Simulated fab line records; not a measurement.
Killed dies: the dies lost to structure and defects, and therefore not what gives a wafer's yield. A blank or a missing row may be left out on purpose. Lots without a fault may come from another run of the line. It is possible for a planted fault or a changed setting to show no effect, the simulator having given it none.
What tool caused it? || flow sky130 || 12 lots with 36 wafers sampled at 2 steps, on a route of 708 steps

== WHAT EACH GAUGE READ, for each wafer ==
SKY_LDD_N_OVL_MEAS_07.
{"lot": "L075", "measured": "day 17 16:11", "on": "overlay-01", "LDD_N_OVL (nm)": "2.0 2.3 1.3"}
{"lot": "L077", "measured": "day 18 10:23", "on": "overlay-01", "LDD_N_OVL (nm)": "0.8 1.3 -0.8"}
{"lot": "L079", "measured": "day 19 13:32", "on": "overlay-01", "LDD_N_OVL (nm)": "2.3 3.5 1.0"}
{"lot": "L081", "measured": "day 19 22:47", "on": "overlay-02", "LDD_N_OVL (nm)": "3.1 2.6 2.7"}
{"lot": "L083", "measured": "day 20 21:14", "on": "overlay-02", "LDD_N_OVL (nm)": "2.8 3.0 0.6"}
{"lot": "L085", "measured": "day 21 12:56", "on": "overlay-01", "LDD_N_OVL (nm)": "2.1 -0.3 1.8"}
{"lot": "L087", "measured": "day 22 03:23", "on": "overlay-02", "LDD_N_OVL (nm)": "1.8 0.2 0.6"}
{"lot": "L089", "measured": "day 22 22:38", "on": "overlay-02", "LDD_N_OVL (nm)": "0.7 1.1 0.1"}
{"lot": "L091", "measured": "day 23 19:02", "on": "overlay-01", "LDD_N_OVL (nm)": "1.8 2.9 1.6"}
{"lot": "L097", "measured": "day 26 08:27", "on": "overlay-01", "LDD_N_OVL (nm)": "-1.3 -1.3 -1.9"}
{"lot": "L095", "measured": "day 26 10:18", "on": "overlay-01", "LDD_N_OVL (nm)": "-0.4 1.7 -0.5"}
{"lot": "L096", "measured": "day 26 16:20", "on": "overlay-01", "LDD_N_OVL (nm)": "-0.2 1.4 2.2"}

== EACH LOT AND THE TOOL THAT RAN IT (in order: tool; ch and the chambers of the sampled wafers; start) ==
{"lot": "L075", "SKY_POLY_GATE_ETCH_17": "rie si-02 ch 1,2, day 16 08:20"}
{"lot": "L077", "SKY_POLY_GATE_ETCH_17": "rie si-01 ch 0,3, day 17 02:11"}
{"lot": "L079", "SKY_POLY_GATE_ETCH_17": "rie si-02 ch 2,3, day 18 04:43"}
{"lot": "L081", "SKY_POLY_GATE_ETCH_17": "rie si-02 ch 1,2,3, day 18 13:28"}
{"lot": "L083", "SKY_POLY_GATE_ETCH_17": "rie si-01 ch 0,1,3, day 19 12:58"}
{"lot": "L085", "SKY_POLY_GATE_ETCH_17": "rie si-02 ch 2,3, day 20 02:01"}
{"lot": "L087", "SKY_POLY_GATE_ETCH_17": "rie si-02 ch 0,1,2, day 20 19:34"}
{"lot": "L089", "SKY_POLY_GATE_ETCH_17": "rie si-02 ch 0,2, day 21 14:40"}
{"lot": "L091", "SKY_POLY_GATE_ETCH_17": "rie si-02 ch 1,2,3, day 22 11:43"}
{"lot": "L097", "SKY_POLY_GATE_ETCH_17": "rie si-02 ch 1,2, day 25 01:10"}
{"lot": "L095", "SKY_POLY_GATE_ETCH_17": "rie si-02 ch 1,2,3, day 25 03:35"}
{"lot": "L096", "SKY_POLY_GATE_ETCH_17": "rie si-02 ch 0,2,3, day 25 09:10"}
- SKY_POLY_GATE_ETCH_17: etches poly-Si in HBr/Cl2, stops on SiO2, target depth 180 nm, time 70.5 s.

== THE ANSWER, worked out from the rows above alone ==
Rule: usual is defined by the lots themselves. The widest of any qualifying gaps counts: lots, ordered by their means at a reading, are off when they make up no more than a third of the lots, leave a main group of 4 or more, and stand apart from it by 3 or more times the standard deviation of that group's means. Not used: any main group whose means are identical at the precision the tables above print for the reading. Also off: a lot with no number at a reading for which 4 or more lots have one. Where the step has rows for the other lots, those lots are counted as sound.
Across all readings shown, no lot is off: no conclusion can be drawn from this.

== WHAT THE SIMULATOR PUT IN ==
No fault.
